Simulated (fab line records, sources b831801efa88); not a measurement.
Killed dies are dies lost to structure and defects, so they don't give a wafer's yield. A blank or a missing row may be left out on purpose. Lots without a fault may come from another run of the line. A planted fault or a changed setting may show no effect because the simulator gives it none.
A struck lot beside a sound one | flow sky130 | 17 steps out of a route of 708
Sound: wafers L999.4, L999.5, L999.6. Struck: wafers L110.2, L110.3, L110.5. The cause comes at the end.
At each step with rows: each side's tool, then ch and its chambers, then its first start. Under that, the readings that differ: sound wafers | struck wafers | difference of the means | sigmas: that difference in standard deviations of wafers without a fault.
alike: readings whose means differ by less than 2 such deviations, and words and numbers that are the same on both sides. not compared: withheld readings, readings that some wafer has no value for, bounds like >300 that may hide the same value, and numbers for which the record gives no deviation and whose values overlap.
The two part at a step that has a row with sigmas, a row that says differs or no value, or rows on one side only. Numbers that don't overlap but have no deviation are shown without sigmas and don't part them. A reading that every wafer of one side lacks parts them only if that side has two wafers or more.

first, 1 step without rows for these wafers: SKY_VT_ADJUST_NCORE_IMPLANT_09.
SKY_VT_ADJUST_NCORE_STRIP_10: strips in O2/N2.
  sound on plasma_asher-02 ch 0,1, day 9 11:25; struck on plasma_asher-01 ch 0, day 12 13:19
  alike: drypump_motor_current_A, oes_product_au, strip_time_to_endpoint_s
  not compared: rf_hours_counter_h
SKY_VT_ADJUST_NCORE_TW_MEAS_11:
  sound on film_metro-04, day 9 11:30; struck on film_metro-03, day 12 13:26
  alike: VT_ADJUST_NCORE_TW
then, 7 steps without rows for these wafers: SKY_VT_ADJUST_HVTR_DEHYDRATE_00 (time 60 s); SKY_VT_ADJUST_HVTR_HMDS_01 (prime time 60 s); SKY_VT_ADJUST_HVTR_COAT_02 (resist thk 1140 nm); SKY_VT_ADJUST_HVTR_SOFTBAKE_03 (time 60 s); SKY_VT_ADJUST_HVTR_EXPOSE_04 (exposes mask HVTRM, target cd 380 nm); SKY_VT_ADJUST_HVTR_PEB_05; SKY_VT_ADJUST_HVTR_DEVELOP_06 (develop time 60 s).
SKY_VT_ADJUST_HVTR_CD_MEAS_07: target cd 380 nm.
  sound on cd_sem-01, day 10 09:41; struck on cd_sem-01, day 13 14:23
  alike: cd_nm
SKY_VT_ADJUST_HVTR_OVL_MEAS_08:
  sound on overlay-01, day 10 09:45; struck on overlay-02, day 13 14:29
  alike: VT_ADJUST_HVTR_OVL
SKY_VT_ADJUST_HVTR_IMPLANT_09:
  sound on implanter-03 ch 0, day 10 09:51; struck on implanter-01 ch 0, day 13 14:33
  reading                          | sound                      | struck                        | difference | sigmas
  beam_on_s (s)                    | 9.84 10.33 9.97            | 10.69 10.92 11.07             | +0.85      | +4
  end_station_pressure_torr (Torr) | 4.96e-06 5.25e-06 5.23e-06 | 6.071e-05 5.851e-05 6.137e-05 | +5.505e-05 | +99 or more
  faraday_current_uA               | 12.07 11.46 11.85          | 10.71 10.40 10.28             | -1.33      | -6
SKY_VT_ADJUST_HVTR_STRIP_10: strips in O2/N2.
  sound on plasma_asher-01 ch 0,1, day 10 09:58; struck on plasma_asher-02 ch 0,1, day 13 14:40
  alike: drypump_motor_current_A, oes_product_au, strip_time_to_endpoint_s
  not compared: rf_hours_counter_h
SKY_VT_ADJUST_HVTR_TW_MEAS_11:
  sound on film_metro-04, day 10 10:03; struck on film_metro-01, day 13 14:47
  alike: VT_ADJUST_HVTR_TW
  not compared: hold
then, 1 step without rows for these wafers: SKY_VT_ADJUST_PCH_DEHYDRATE_00 (time 60 s).
-- the record jumps here: 35 days lie between the struck wafers' starts before and after (it left off in module VT_ADJUST_PCH and takes up again in module PAD_OPEN, whose first step shown is number 708 of the route) --
SKY_PAD_OPEN_PROBE_99:
  sound on prober-01, day 46 06:49; struck on prober-02, day 49 01:32
  reading                                | sound                   | struck                 | difference | sigmas
  model.etest.pfet_01v8_mvt.vt_sat_v (V) | -0.5943 -0.5682 -0.5859 | -0.5423 -0.5515 -0.551 | +0.0345    |
  alike: killed_at_M0_to_M3, killed_at_M4_up, killed_at_contacts, killed_at_front_end, killed_at_other, killed_dies, killed_on_rim, killed_open, killed_short

WHERE THEY PART
Only at SKY_VT_ADJUST_HVTR_IMPLANT_09, within this record. Later steps at which nothing parts them and some readings are alike: SKY_VT_ADJUST_HVTR_STRIP_10, SKY_VT_ADJUST_HVTR_TW_MEAS_11, SKY_PAD_OPEN_PROBE_99.

WHY: what the simulator had put in
Process parameter drift: implanter-01, from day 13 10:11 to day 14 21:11, at SKY_VT_ADJUST_HVTR_IMPLANT_09. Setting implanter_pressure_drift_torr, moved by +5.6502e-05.
Process parameter drift: implanter-01, from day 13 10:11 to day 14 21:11, at SKY_VT_ADJUST_HVTR_IMPLANT_09. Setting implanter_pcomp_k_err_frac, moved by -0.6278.
